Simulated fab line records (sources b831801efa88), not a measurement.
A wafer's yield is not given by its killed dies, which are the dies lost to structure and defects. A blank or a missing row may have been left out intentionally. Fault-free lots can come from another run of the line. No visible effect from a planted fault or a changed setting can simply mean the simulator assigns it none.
Problem report in the 8D (eight disciplines) form, filled by code | flow gf180mcu | the parts of the form that need people (team, actions taken, sign-off) are left out

== 1. PROBLEM STATEMENT ==
Across 6 wafers from 2 lots, HV_LDD_RS at GF_HV_LDD_RS_MEAS_53 averages 412.8 ohm/sq, while fault-free wafers read 418.0 ohm/sq with a standard deviation of 0.94. That puts it -5.6 standard deviations away from the usual mean.
The step: measures by four-point-probe.
Earliest sighting: wafer L597.3 on filmMetro-01 at day 14 02:55. The record has a number at this step for 36 wafers belonging to 12 lots. The rule behind "out" and "out of limits": a value lying over 4 standard deviations away from the usual mean. All remaining wafers that have a number are taken as sound.

== 2. WHAT IT IS, WHAT IT ISN'T ==
question                    | is                         | is not
which readings at this step | HV_LDD_RS                  | -
which lots                  | L597, L598                 | L592, L604, L606, L607, L608, L609, L610, L613, L614, L615
which wafers of those lots  | all that have a number     | -
read on which gauges        | filmMetro-01, filmMetro-02 | filmMetro-03
when                        | from day 14 02:55          | up to then (3 sound wafers); but 27 sound wafers of L604, L606, L607, L608, L609, L610, L613, L614, L615 came after

== 3. THE SUSPECTS, EACH WITH WHAT RULES IT OUT ==
Counting: a tool at any process step up to the reading remains a suspect when it ran all the lots that are out and ran no sound lot after the first of those.
- the gauge at GF_HV_LDD_RS_MEAS_53: ruled out. The wafers that are out were read on 2 gauges (filmMetro-01, filmMetro-02).
- implanter-04 at GF_HV_LDD_IMPLANT_36: ruled out as a lasting fault. The sound lots L607, L608, L614 went through it after L597, its earliest lot that is out (day 13 05:20).
Left after counting: nothing in the record.

== 4. THE CAUSE (what the simulator had put in) ==
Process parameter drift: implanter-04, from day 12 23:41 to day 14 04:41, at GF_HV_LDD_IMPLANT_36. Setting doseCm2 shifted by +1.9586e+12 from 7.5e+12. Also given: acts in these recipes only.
Counting ruled it out, wrongly: the rule takes a fault to strike every lot that its tool runs from its start on, and this one did not.

== 5. SEQUENCE OF EFFECTS, ordered by route ==
Rows list readings where the struck wafers' mean (over those with a number) sits beyond 3 standard deviations from the usual. Scope: only readings with a usual standard deviation given in the record; hours: median across lots of the time from each lot's start at the first step in this table that gives one to its start at this step; sigmas: change in usual standard deviations.
hours | step                 | reading          | usual        | on struck wafers | change     | sigmas
0     | GF_HV_LDD_IMPLANT_36 | doseIonsCm2      | 7.498e+12    | 9.457e+12        | +1.959e+12 | +99 or more
0     | GF_HV_LDD_IMPLANT_36 | faradayCurrentUA | 42.2         | 53.2             | +11.0      | +14
22    | GF_HV_LDD_RS_MEAS_53 | HV_LDD_RS        | 418.0 ohm/sq | 412.8            | -5.2       | -5.6
Here are the process steps it includes:
- GF_HV_LDD_IMPLANT_36

== 6. WHAT WOULD HAVE CAUGHT IT SOONER ==
Counted from the fault's start at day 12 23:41, it took 27 hours until the first out-of-limits reading at a measuring or inspecting step in this record, taken at day 14 02:55.
The tool's own readings at GF_HV_LDD_IMPLANT_36 were out on every struck wafer that the step has a row for (doseIonsCm2, faradayCurrentUA): an alarm limit on them would have fired on the first of those.
